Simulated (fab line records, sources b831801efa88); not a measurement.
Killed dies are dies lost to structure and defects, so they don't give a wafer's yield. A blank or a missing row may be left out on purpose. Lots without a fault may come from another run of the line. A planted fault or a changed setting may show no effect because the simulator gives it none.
Chamber matching | flow gf180mcu | GF_V4_ETCH_16 on rie_diel-02: 4 sister chambers
The step etches BARC in N2/H2. 20 wafers are shown with their chamber, then 10 later ones without.

WAFERS WITH THEIR CHAMBER
wafer  | chamber | throttle_valve_pct (%) | oes_product_au (a.u.)
L616.4 | 1       | 13.213                 | 0.852
L616.5 | 3       | 13.243                 | 0.855
L616.6 | 0       | 13.224                 | 0.849
L619.2 | 0       | 13.229                 | 0.846
L619.4 | 3       | 13.234                 | 0.849
L619.5 | 1       | 13.221                 | 0.851
L620.1 | 1       | 13.215                 | 0.863
L620.2 | 3       | 13.229                 | 0.857
L620.3 | 0       | 13.236                 | 0.847
L621.1 | 0       | 13.231                 | 0.854
L621.4 | 3       | 13.228                 | 0.857
L621.5 | 3       | 13.218                 | 0.858
L622.1 | 2       | 13.217                 | 0.857
L622.3 | 1       | 13.222                 | 0.857
L622.4 | 3       | 13.210                 | 0.857
L624.1 | 2       | 13.221                 | 0.853
L624.2 | 0       | 13.227                 | 0.855
L624.3 | 1       | 13.210                 | 0.860
L625.1 | 2       | 13.220                 | 0.849
L625.2 | 0       | 13.216                 | 0.857

SIGNATURES (means of the wafers above)
reading            | chamber 0 | chamber 1 | chamber 2 | chamber 3 | scatter within a chamber
throttle_valve_pct | 13.22717  | 13.21620  | 13.21933  | 13.22700  | 0.00801
oes_product_au     | 0.85133   | 0.85660   | 0.85300   | 0.85550   | 0.00432
Rule: a wafer's distance from a chamber is the root of the sum, over the readings, of the square of ((its reading less the chamber's mean) divided by the reading's scatter). The wafer belongs to the nearest chamber; if the next one is less than 2 further off, it can't be placed. The scatter: the root of (the sum of the squares of (reading less its chamber's mean) over the shown wafers, divided by (wafers less chambers)).

WAFERS WITHOUT THEIR CHAMBER
wafer  | throttle_valve_pct (%) | oes_product_au (a.u.)
L625.6 | 13.248                 | 0.859
L627.3 | 13.242                 | 0.857
L627.5 | 13.226                 | 0.859
L627.6 | 13.229                 | 0.853
L628.3 | 13.227                 | 0.850
L628.5 | 13.230                 | 0.853
L628.6 | 13.210                 | 0.850
L638.2 | 13.242                 | 0.858
L638.4 | 13.233                 | 0.846
L638.5 | 13.220                 | 0.853

WHICH CHAMBER EACH WENT THROUGH
wafer  | from the rows above               | in truth
L625.6 | can't be placed: 3 or 0 or 2 or 1 | 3
L627.3 | can't be placed: 3 or 0 or 2 or 1 | 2
L627.5 | can't be placed: 3 or 1 or 2 or 0 | 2
L627.6 | can't be placed: 0 or 3 or 2 or 1 | 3
L628.3 | can't be placed: 0 or 2 or 3 or 1 | 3
L628.5 | can't be placed: 0 or 3 or 2 or 1 | 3
L628.6 | can't be placed: 2 or 1 or 0 or 3 | 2
L638.2 | can't be placed: 3 or 0 or 2 or 1 | 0
L638.4 | can't be placed: 0 or 3 or 2 or 1 | 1
L638.5 | can't be placed: 2 or 1 or 0 or 3 | 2
Placed correctly: 0 of 10. Can't be placed from these rows: 10 (the true chamber is among the candidates in 10). Placed wrongly: 0.
